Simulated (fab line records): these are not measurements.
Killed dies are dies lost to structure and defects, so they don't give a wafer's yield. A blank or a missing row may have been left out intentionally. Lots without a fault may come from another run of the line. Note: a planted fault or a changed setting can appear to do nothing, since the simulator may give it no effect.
One fault through the eyes of 2 desks || flow sky130 || what lay behind the numbers comes last; until then each desk has only its own

== FOR THE TOOL OWNER'S DESK: rie_diel-01 ==
The tool's own readings at SKY_PAD_OPEN_ETCH_07 (etches the open film in CF4/O2, stops on AlCu, target depth 725 nm, time 161.1 s): means of the sampled wafers that have a number, for each lot that ran on this tool. If a lot's mean is further than 4 standard deviations from the usual mean, the lot is out of limits and carries the mark OUT (the distance appears in the brackets).
Columns: A = drypump_motor_current_A at SKY_PAD_OPEN_ETCH_07, usual 5.8 A; B = oes_product_au at SKY_PAD_OPEN_ETCH_07, usual 0.978 a.u.; C = throttle_valve_pct at SKY_PAD_OPEN_ETCH_07, usual 5.965 %
{"lot": "L785", "first seen here": "day 45 13:29", "A": 6.3, "B": 0.984, "C": 5.967}
{"lot": "L788", "first seen here": "day 46 10:07", "A": 5.6, "B": 0.980, "C": 5.976}
{"lot": "L793", "first seen here": "day 47 22:50", "A": 5.3, "B": "0.907 (-10) OUT", "C": 5.942}
{"lot": "L795", "first seen here": "day 48 14:14", "A": 5.8, "B": "0.907 (-10) OUT", "C": 5.952}
This desk finds L793, L795 out of limits, L793 being first, at day 47 22:50 (oes_product_au at SKY_PAD_OPEN_ETCH_07). L785, L788: within limits.

== FROM THE METROLOGY DESK ==
What the gauges read, lot by lot, whatever tool the lot ran on: means of the sampled wafers that have a number. If a lot's mean is further than 4 standard deviations from the usual mean, the lot is out of limits and carries the mark OUT (the distance appears in the brackets).
Columns: A = VIA4_OVL at SKY_VIA4_OVL_MEAS_11, usual 1.5 nm; B = VIA4_W_RS at SKY_VIA4_RS_MEAS_19, usual 0.224 ohm/sq
{"lot": "L784", "first seen here": "day 42 15:55", "A": 3.4, "B": 0.223}
{"lot": "L785", "first seen here": "day 42 17:58", "A": 0.7, "B": 0.226}
{"lot": "L788", "first seen here": "day 43 14:23", "A": 0.1, "B": 0.223}
{"lot": "L793", "first seen here": "day 45 06:50", "A": 4.2, "B": 0.223}
{"lot": "L795", "first seen here": "day 46 00:43", "A": -0.2, "B": 0.223}
{"lot": "L796", "first seen here": "day 46 07:22", "A": 1.5, "B": 0.222}
{"lot": "L797", "first seen here": "day 46 08:58", "A": 1.3, "B": 0.221}
{"lot": "L798", "first seen here": "day 46 13:13", "A": -0.1, "B": 0.226}
{"lot": "L801", "first seen here": "day 47 07:40", "A": 2.3, "B": 0.224}
{"lot": "L802", "first seen here": "day 47 12:51", "A": 2.4, "B": 0.222}
{"lot": "L804", "first seen here": "day 48 02:05", "A": 1.0, "B": 0.224}
{"lot": "L805", "first seen here": "day 48 04:01", "A": 2.0, "B": 0.224}
{"lot": "L807", "first seen here": "day 48 18:25", "A": 3.0, "B": 0.221}
This desk found nothing out of limits on any of the 13 lots.

== TAKEN TOGETHER ==
At day 47 22:50, on L793, L795, the tool owner's desk was in a position to raise an alarm.
Nothing out of limits was seen by the metrology desk.
The metrology desk holds a record of L793, L795, inside its limits.
On rie_diel-01, each named lot ran SKY_PAD_OPEN_ETCH_07.

== WHAT THE SIMULATOR PUT IN ==
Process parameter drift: rie_diel-01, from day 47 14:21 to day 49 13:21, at SKY_PAD_OPEN_ETCH_07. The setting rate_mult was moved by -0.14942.
Shown lots that were struck: L793, L795.
How many hours passed from the start of the fault until each desk's first out-of-limits reading: the tool owner's desk, 8.
